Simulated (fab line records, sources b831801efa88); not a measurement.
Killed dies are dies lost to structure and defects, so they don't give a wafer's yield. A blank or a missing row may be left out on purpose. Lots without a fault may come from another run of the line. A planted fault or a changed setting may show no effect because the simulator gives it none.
A struck lot beside a sound one | flow sky130 | 15 steps out of a route of 708
Sound: wafers L995.1, L995.4, L995.5. Struck: wafers L992.2, L992.3, L992.5. The cause comes at the end.
At each step with rows: each side's tool, then ch and its chambers, then its first start. Under that, the readings that differ: sound wafers | struck wafers | difference of the means | sigmas: that difference in standard deviations of wafers without a fault.
alike: readings whose means differ by less than 2 such deviations, and words and numbers that are the same on both sides. not compared: withheld readings, readings that some wafer has no value for, bounds like >300 that may hide the same value, and numbers for which the record gives no deviation and whose values overlap.
The two part at a step that has a row with sigmas, a row that says differs or no value, or rows on one side only. Numbers that don't overlap but have no deviation are shown without sigmas and don't part them. A reading that every wafer of one side lacks parts them only if that side has two wafers or more.

SKY_LDD_HVP_TW_MEAS_10:
  sound on film_metro-03, day 27 01:23; struck on film_metro-03, day 26 06:23
  alike: LDD_HVP_TW
then, 7 steps without rows for these wafers: SKY_LDD_LDN_DEHYDRATE_00 (time 60 s); SKY_LDD_LDN_HMDS_01 (prime time 60 s); SKY_LDD_LDN_COAT_02 (resist thk 1140 nm); SKY_LDD_LDN_SOFTBAKE_03 (time 60 s); SKY_LDD_LDN_EXPOSE_04 (exposes mask LDNTM, target cd 700 nm); SKY_LDD_LDN_PEB_05; SKY_LDD_LDN_DEVELOP_06 (develop time 60 s).
SKY_LDD_LDN_OVL_MEAS_07:
  sound on overlay-02, day 28 06:56; struck on overlay-02, day 27 10:31
  alike: LDD_LDN_OVL
then, 3 steps without rows for these wafers: SKY_LDD_LDN_IMPLANT_08; SKY_LDD_LDN_IMPLANT_09; SKY_LDD_LDN_IMPLANT_10.
SKY_LDD_LDN_IMPLANT_11:
  sound on implanter-01 ch 0, day 28 07:26; struck on implanter-01, day 27 11:01
  no value came back on the struck wafers for beam_energy_keV, beam_on_s (s); on the sound wafers beam_energy_keV reads 15.000 14.996 14.994
SKY_LDD_LDN_STRIP_12: strips in O2/N2.
  sound on plasma_asher-01 ch 0, day 28 07:35; struck on plasma_asher-02 ch 0,1, day 27 11:08
  alike: drypump_motor_current_A, oes_product_au, strip_time_to_endpoint_s
  not compared: rf_hours_counter_h
SKY_LDD_LDN_TW_MEAS_13:
  sound on film_metro-04, day 28 07:41; struck on film_metro-01, day 27 11:28
  reading    | sound          | struck         | difference | sigmas
  LDD_LDN_TW | 1477 1477 1487 | 1357 1358 1353 | -124       | -16
  not compared: hold

WHERE THEY PART
First at SKY_LDD_LDN_IMPLANT_11; last, within this record, at SKY_LDD_LDN_TW_MEAS_13.

WHY: what the simulator had put in
Skipped step whole: implanter-01, from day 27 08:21 on, at SKY_LDD_LDN_IMPLANT_11. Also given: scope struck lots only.
